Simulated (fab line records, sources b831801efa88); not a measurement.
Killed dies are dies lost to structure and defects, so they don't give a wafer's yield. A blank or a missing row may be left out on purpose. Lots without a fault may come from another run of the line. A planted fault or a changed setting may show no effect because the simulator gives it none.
fab line records | flow sky130
record lots=12 wafers=36 last_day=50
route steps=708 shown GATE_OXIDE@201 LDD_LDN@291 POLY_CUT@317 LI_CONTACT@364 PAD_OPEN@708
lots that met no fault: from a run of the same line without faults
start_h: hours from the record's first day to the start of the lot's first wafer shown | wait_h: hours since the lot's step before | " the same as in the row above | L1.1+2: a row that stands for several wafers | - no value, or no start given | * or withheld: withheld | < > ~ a bound
route shown NAME@n: a module of which the file shows steps, and the number in the route of the first | usual: mean/standard deviation of fault-free wafers | same: alike in all rows | chamber/n: place in a boat | sites: the reading at each site | _std_site: their standard deviation | _edge_site: outer sites' mean less inner sites' | radius_mm: how far each site lies from the wafer's centre | mask NAME#n: copy n | behind: the tool/chamber that last shaped the wafer | hold: why the lot was held/for how many hours/how that ended | device: the transistor (n, p or np) that didn't switch | end of line: the same wafers' tests at the end of the route | a step without rows: its recipe alone | killed: dies lost to structure and defects at the first sort, not the wafer's yield | map: a wafer's dies, x killed, . not, _ none there
set.NAME: the setting as run; set.NAME@STEP: as run at that earlier step | model.NAME: the simulator's own value behind a step, which no gauge read
steps of the route over a sample of lots; a table a step, a row a wafer
services: from which hour (start_h, from the record's first day; less than 0 if before it) a tool's chamber was out of use, for how many hours, and why
## steps
# step SKY_GATE_OXIDE_TW_MEAS_14
# usual GATE_OXIDE_TW=223.4/2.3
# columns lot.wafer tool chamber start_h wait_h GATE_OXIDE_TW
L560.1 film_metro-03 - 317.44 0.1 225.0
L560.2 " - " " 225.2
L560.3 " - " " 225.4
L563.1 film_metro-03 - 339.14 0.1 225.4
L563.4 " - " " 226.6
L563.5 " - " " 223.5
L564.3 film_metro-02 - 343.86 0.1 218.1
L564.5 " - " " 220.8
L564.6 " - " " 219.6
L565.1 film_metro-04 - 352.78 0.1 224.1
L565.3 " - " " 224.5
L565.4 " - " " 223.8
L566.1 film_metro-03 - 365.79 0.1 223.6
L566.2 " - " " 223.6
L566.4 " - " " 224.1
L567.3 film_metro-03 - 376.42 0.1 224.9
L567.5 " - " " 224.9
L567.6 " - " " 223.9
L570.2 film_metro-04 - 399.90 0.1 226.7
L570.3 " - " " 226.1
L570.4 " - " " 226.6
L571.2 film_metro-03 - 403.45 0.1 225.3
L571.3 " - " " 226.0
L571.5 " - " " 227.0
L575.4 film_metro-02 - 440.23 0.1 219.0
L575.5 " - " " 219.7
L575.6 " - " " 220.5
L576.1 film_metro-02 - 446.15 0.1 221.1
L576.3 " - " " 220.5
L576.6 " - " " 220.7
L578.1 film_metro-04 - 467.34 0.1 227.0
L578.2 " - " " 226.4
L578.6 " - " " 227.4
L583.2 film_metro-03 - 504.44 0.1 227.1
L583.4 " - " " 225.2
L583.6 " - " " 225.7
# step SKY_LDD_LDN_COAT_02
# recipe resist=NOVOLAK spin_rpm=3000 resist_thk_nm=1140
# usual resist_line_temp_C=23.00/0.098
# columns lot.wafer tool chamber start_h wait_h resist_line_temp_C
L560.1 litho_track-01 0 520.60 0.1 23.03
L560.2 " 0 " " 23.12
L560.3 " 0 " " 22.98
L563.1 litho_track-02 0 547.27 0.1 22.90
L563.4 " 0 " " 22.81
L563.5 " 0 " " 22.83
L564.3 litho_track-01 0 550.10 0.1 22.95
L564.5 " 0 " " 22.91
L564.6 " 0 " " 22.88
L565.1 litho_track-01 0 561.05 0.1 23.13
L565.3 " 0 " " 23.18
L565.4 " 0 " " 22.97
L566.1 litho_track-04 0 572.65 0.1 22.87
L566.2 " 0 " " 23.01
L566.4 " 0 " " 22.90
L567.3 litho_track-02 0 581.77 0.1 22.94
L567.5 " 0 " " 22.90
L567.6 " 0 " " 23.05
L570.2 litho_track-01 0 607.37 0.1 23.00
L570.3 " 0 " " 23.03
L570.4 " 0 " " 23.00
L571.2 litho_track-04 0 611.67 0.1 23.02
L571.3 " 0 " " 23.00
L571.5 " 0 " " 23.02
L575.4 litho_track-01 0 642.57 0.1 22.99
L575.5 " 0 " " 22.78
L575.6 " 0 " " 22.92
L576.1 litho_track-01 0 651.35 0.1 22.94
L576.3 " 0 " " 22.97
L576.6 " 0 " " 22.97
L578.1 litho_track-01 0 670.20 0.1 23.20
L578.2 " 0 " " 22.88
L578.6 " 0 " " 22.97
L583.2 litho_track-04 0 702.92 0.1 22.92
L583.4 " 0 " " 22.96
L583.6 " 0 " " 23.04
# step SKY_LDD_LDN_STRIP_12
# recipe chemistry=O2/N2 power_w=1400 pressure_mtorr=1500 platen_temp_c=withheld o2_flow_sccm=3000 n2_flow_sccm=300 overash_fraction=0.5
# usual drypump_motor_current_A=5.7/0.34 oes_product_au=0.716/0.0044 strip_time_to_endpoint_s=14.18/0.045
# columns lot.wafer tool chamber start_h wait_h drypump_motor_current_A oes_product_au rf_hours_counter_h strip_time_to_endpoint_s
L560.1 plasma_asher-03 1 536.58 0.1 5.9 0.714 84 14.15
L560.2 " 0 " " 6.0 0.713 84 14.20
L560.3 " 1 " " 5.9 0.720 - 14.18
L563.1 plasma_asher-01 1 562.63 0.1 5.8 0.710 44 14.22
L563.4 " 1 " " 5.8 0.721 - 14.24
L563.5 " 0 " " 5.9 0.715 - 14.25
L564.3 plasma_asher-03 1 566.27 0.1 5.8 0.717 - 14.17
L564.5 " 1 " " 5.9 0.717 - 14.20
L564.6 " 0 " " 6.0 0.713 - 14.18
L565.1 plasma_asher-04 0 577.16 0.1 5.7 0.718 15 14.20
L565.3 " 1 " " 5.1 0.719 - 14.17
L565.4 " 0 " " 5.7 0.718 - 14.19
L566.1 plasma_asher-03 0 587.58 0.1 6.0 0.713 89 14.24
L566.2 " 1 " " 5.8 0.721 89 14.23
L566.4 " 1 " " 5.9 0.714 - 14.24
L567.3 plasma_asher-04 1 597.44 0.1 5.0 0.718 - 14.23
L567.5 " 0 " " 5.7 0.719 - 14.20
L567.6 " 1 " " 5.0 0.720 - 14.25
L570.2 plasma_asher-04 0 622.36 0.1 5.7 0.717 20 14.20
L570.3 " 1 " " 5.0 0.725 - 14.21
L570.4 " 0 " " 5.7 0.721 - 14.16
L571.2 plasma_asher-04 0 626.56 0.1 5.7 0.708 20 14.14
L571.3 " 1 " " 5.0 0.711 - 14.14
L571.5 " 1 " " 5.0 0.719 - 14.18
L575.4 plasma_asher-04 1 656.82 0.1 5.0 0.603 - 8.67
L575.5 " 0 " " 5.7 0.596 - 8.67
L575.6 " 1 " " 5.0 0.595 - 8.65
L576.1 plasma_asher-01 0 665.78 0.1 5.9 0.602 55 8.67
L576.3 " 0 " " 5.8 0.596 - 8.68
L576.6 " 0 " " 5.9 0.597 - 8.64
L578.1 plasma_asher-03 0 684.36 0.1 6.0 0.594 99 8.67
L578.2 " 1 " " 5.9 0.593 99 8.67
L578.6 " 0 " " 6.0 0.587 - 8.67
L583.2 plasma_asher-04 1 717.86 0.1 5.0 0.714 30 14.16
L583.4 " 1 " " 5.0 0.718 - 14.14
L583.6 " 1 " " 5.0 0.720 - 14.11
# step SKY_POLY_CUT_ETCH_10
# recipe chemistry=N2/H2 target=BARC ion_energy_ev=200 source_w=500 bias_w=100 pressure_mtorr=30 n2_flow_sccm=100 h2_flow_sccm=200 stop_on=SiO2 time_s=45.9 target_depth_a=600
# usual drypump_motor_current_A=5.7/0.36 oes_product_au=0.854/0.0046 throttle_valve_pct=13.225/0.0087
# same time_s=45.9
# columns lot.wafer tool chamber start_h wait_h drypump_motor_current_A oes_product_au rf_hours_counter_h throttle_valve_pct
L560.1 rie_diel-03 1 568.45 0.0 5.6 0.845 31 13.216
L560.2 " 3 " " 5.3 0.856 9 13.223
L560.3 " 2 " " 5.3 0.854 5 13.228
L563.1 rie_diel-03 0 593.05 0.0 5.8 0.852 3 13.219
L563.4 " 3 " " 5.3 0.857 9 13.236
L563.5 " 3 " " 5.3 0.861 - 13.219
L564.3 rie_diel-03 2 598.20 0.0 5.3 0.852 5 13.222
L564.5 " 3 " " 5.3 0.853 - 13.246
L564.6 " 2 " " 5.3 0.849 - 13.233
L565.1 rie_diel-04 0 607.40 0.0 5.9 0.864 24 13.223
L565.3 " 3 " " 5.7 0.856 19 13.244
L565.4 " 2 " " 6.4 0.854 2 13.211
L566.1 rie_diel-02 2 617.95 0.0 6.1 0.856 46 13.234
L566.2 " 1 " " 5.2 0.845 1 13.222
L566.4 " 3 " " 5.7 0.854 9 13.226
L567.3 rie_diel-02 3 627.56 0.0 5.7 0.853 10 13.232
L567.5 " 1 " " 5.2 0.845 - 13.219
L567.6 " 0 " " 6.2 0.860 - 13.229
L570.2 rie_diel-02 1 653.40 0.0 5.2 0.852 2 13.220
L570.3 " 0 " " 6.2 0.853 7 13.223
L570.4 " 3 " " 5.7 0.855 10 13.226
L571.2 rie_diel-04 2 656.05 0.0 6.4 0.851 2 13.204
L571.3 " 1 " " 6.0 0.853 20 13.225
L571.5 " 3 " " 5.8 0.848 - 13.225
L575.4 rie_diel-04 2 687.11 0.0 6.4 0.851 3 13.210
L575.5 " 1 " " 6.0 0.862 - 13.232
L575.6 " 0 " " 5.9 0.852 - 13.211
L576.1 rie_diel-03 3 696.31 0.0 5.3 0.858 11 13.224
L576.3 " 2 " " 5.3 0.856 7 13.220
L576.6 " 3 " " 5.3 0.860 - 13.230
L578.1 rie_diel-03 2 714.97 0.0 5.4 0.853 7 13.217
L578.2 " 1 " " 5.6 0.864 34 13.231
L578.6 " 2 " " 5.3 0.849 - 13.200
L583.2 rie_diel-03 2 747.26 0.0 5.4 0.857 8 13.232
L583.4 " 3 " " 5.3 0.850 12 13.216
L583.6 " 3 " " 5.3 0.862 - 13.221
# step SKY_LI_CONTACT_CMP_02
# recipe material=PSG down_force_psi=4 platen_rpm=60 pad_velocity_m_s=0.94248
# usual motor_current_A=11.9/1.4 time_to_endpoint_s=31/3.4
# columns lot.wafer tool chamber start_h wait_h motor_current_A time_to_endpoint_s
L560.3 cmp-01 1 655.23 0.0 13.1 26
L560.1 " 3 " " 12.7 29
L560.2 " 0 " " 11.8 27
L563.1 cmp-02 3 679.80 0.1 9.2 36
L563.4 " 0 " " 11.3 31
L563.5 " 1 " " 12.4 42
L564.3 cmp-01 0 684.07 0.4 11.5 34
L564.6 " 1 " " 12.0 31
L564.5 " 2 " " 11.6 31
L565.4 cmp-02 1 693.30 0.0 13.7 38
L565.1 " 2 " " 14.2 35
L565.3 " 3 " " 9.8 31
L566.2 cmp-01 0 704.28 0.0 11.9 35
L566.4 " 1 " " 12.0 33
L566.1 " 3 " " 12.3 32
L567.3 cmp-02 2 713.24 0.2 14.8 34
L567.6 " 3 " " 9.6 29
L567.5 " 0 " " 11.6 30
L570.4 cmp-02 3 740.21 0.0 9.3 29
L570.2 " 0 " " 10.9 27
L570.3 " 2 " " 14.1 29
L571.2 cmp-02 3 742.25 0.3 9.1 30
L571.3 " 2 " " 14.1 31
L571.5 " 3 " " 9.2 29
L575.4 cmp-01 1 771.51 0.2 12.6 28
L575.6 " 2 " " 11.4 28
L575.5 " 3 " " 12.6 28
L576.3 cmp-01 1 780.35 0.0 12.2 28
L576.1 " 3 " " 12.3 31
L576.6 " 1 " " 12.8 31
L578.2 cmp-01 3 798.28 0.1 12.5 30
L578.1 " 0 " " 11.4 31
L578.6 " 2 " " 11.9 31
L583.4 cmp-02 3 829.86 0.0 9.8 30
L583.2 " 0 " " 10.8 27
L583.6 " 0 " " 11.4 30
# step SKY_PAD_OPEN_PROBE_99
# usual killed_at_M0_to_M3=41/6.2 killed_at_M4_up=3.0/1.7 killed_at_contacts=25/5.8 killed_at_front_end=16/4.5 killed_at_other=0.2/0.42 killed_dies=85/8.4 killed_open=46/5.9 killed_short=39/6.3
# same gross_dies=492 killed_at_back_side=0
# columns lot.wafer tool chamber start_h wait_h killed_at_M0_to_M3 killed_at_M4_up killed_at_contacts killed_at_front_end killed_at_other killed_dies killed_open killed_short
L575.4 prober-01 - 1166.07 0.2 47 2 23 20 0 92 49 41
L575.5 prober-01 - 1166.12 0.2 48 3 19 14 0 84 47 36
L575.6 prober-01 - 1166.17 0.2 41 4 25 15 1 86 43 42
L576.1 prober-02 - 1172.06 0.1 42 1 17 15 0 75 38 36
L576.3 prober-02 - 1172.16 0.2 37 0 28 17 0 82 41 39
L578.1 prober-02 - 1181.61 0.1 49 2 22 19 0 92 44 46
# killed by level:class
L575.4 VIA1:geometric_particle:open=16 CONTACT:geometric_particle:open=10 VIA1:geometric_particle:short=9 FIELD_ISO:geometric_particle:short=6 VIA3:geometric_particle:open=5 VIA2:geometric_particle:short=5 POLY_GATE:geometric_particle:short=4 LI_CONTACT:geometric_particle:open=4
L575.5 VIA1:geometric_particle:open=12 VIA2:geometric_particle:open=11 CONTACT:geometric_particle:open=10 CONTACT:geometric_particle:short=6 METAL2:geometric_particle:short=6 VIA1:geometric_particle:short=4 VIA3:geometric_particle:open=4 POLY_GATE:geometric_particle:short=3
L575.6 VIA1:geometric_particle:open=13 CONTACT:geometric_particle:open=10 FIELD_ISO:geometric_particle:short=6 VIA2:geometric_particle:short=6 LI_CONTACT:geometric_particle:open=5 METAL1:geometric_particle:short=5 VIA1:geometric_particle:short=4 LOCAL_INTERCONNECT:geometric_particle:short=4
L576.1 VIA1:geometric_particle:open=12 METAL1:geometric_particle:short=5 VIA3:geometric_particle:open=5 LI_CONTACT:geometric_particle:open=4 CONTACT:geometric_particle:open=4 CONTACT:geometric_particle:short=4 VIA1:geometric_particle:short=4 FIELD_ISO:geometric_particle:short=3
L576.3 VIA1:geometric_particle:open=10 LI_CONTACT:geometric_particle:open=8 LI_CONTACT:geometric_particle:short=7 METAL1:geometric_particle:short=7 LOCAL_INTERCONNECT:geometric_particle:short=5 VIA2:geometric_particle:open=5 POLY_GATE:geometric_particle:open=4 CONTACT:geometric_particle:open=4
L578.1 CONTACT:geometric_particle:open=12 VIA1:geometric_particle:open=10 METAL3:geometric_particle:short=8 METAL1:geometric_particle:short=7 METAL2:geometric_particle:short=6 FIELD_ISO:geometric_particle:open=5 POLY_GATE:geometric_particle:short=5 LI_CONTACT:geometric_particle:open=4
## services
# columns tool chamber start_h hours kind
plasma_asher-03 - 500.66 2.8 pm
rie_diel-03 - 505.46 2.4 repair
cmp-02 - 519.97 22.3 repair
rie_diel-03 1 548.24 1.5 repair
cmp-01 - 554.30 2.3 repair
rie_diel-03 2 570.05 13.1 repair
cmp-01 - 572.00 4.0 pm
rie_diel-03 - 589.35 2.8 pm
rie_diel-03 2 594.76 2.5 repair
cmp-01 - 619.57 1.2 repair
rie_diel-03 1 632.57 12.1 repair
cmp-02 - 665.49 1.0 repair
rie_diel-03 0 679.88 3.5 repair
cmp-02 - 707.97 1.5 repair
plasma_asher-03 - 712.77 6.4 repair
rie_diel-03 - 716.70 0.5 repair
cmp-02 - 721.24 4.8 pm
plasma_asher-03 - 733.75 9.0 pm
cmp-02 - 744.00 4.0 pm
rie_diel-03 1 758.62 6.2 repair
rie_diel-03 2 759.77 9.1 repair
cmp-01 - 771.66 3.2 pm
rie_diel-03 - 785.62 1.9 repair
cmp-02 - 801.44 4.4 repair
## key
first_sign step=SKY_LDD_LDN_STRIP_12 reading=strip_time_to_endpoint_s direction=down sigmas=99+ usual=* struck=*
effect step=SKY_LDD_LDN_STRIP_12 reading=oes_product_au direction=down sigmas=28 usual=0.716 struck=0.596
met_at SKY_LDD_LDN_COAT_02
struck_lots L575,L576,L578
tester_left_out L575,L576,L578
not_acting_at SKY_GATE_OXIDE_TW_MEAS_14,SKY_POLY_CUT_ETCH_10,SKY_LI_CONTACT_CMP_02
onset_between 607.37 642.57
fault kind=process_parameter_drift tool=litho_track-01 chamber=- onset_h=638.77 steps=SKY_LDD_LDN_COAT_02 channel=resist_thk_nm offset=-475.42 shape=step end_h=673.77 acts_in=these_recipes_only stated=1140
# tester_left_out: of these lots the tester's yield and bins aren't shown, on N5 and GAA mostly nor the transistor test; their killed dies are dies lost to structure and defects alone, not to doping, threshold or leakage, so they don't give the yield
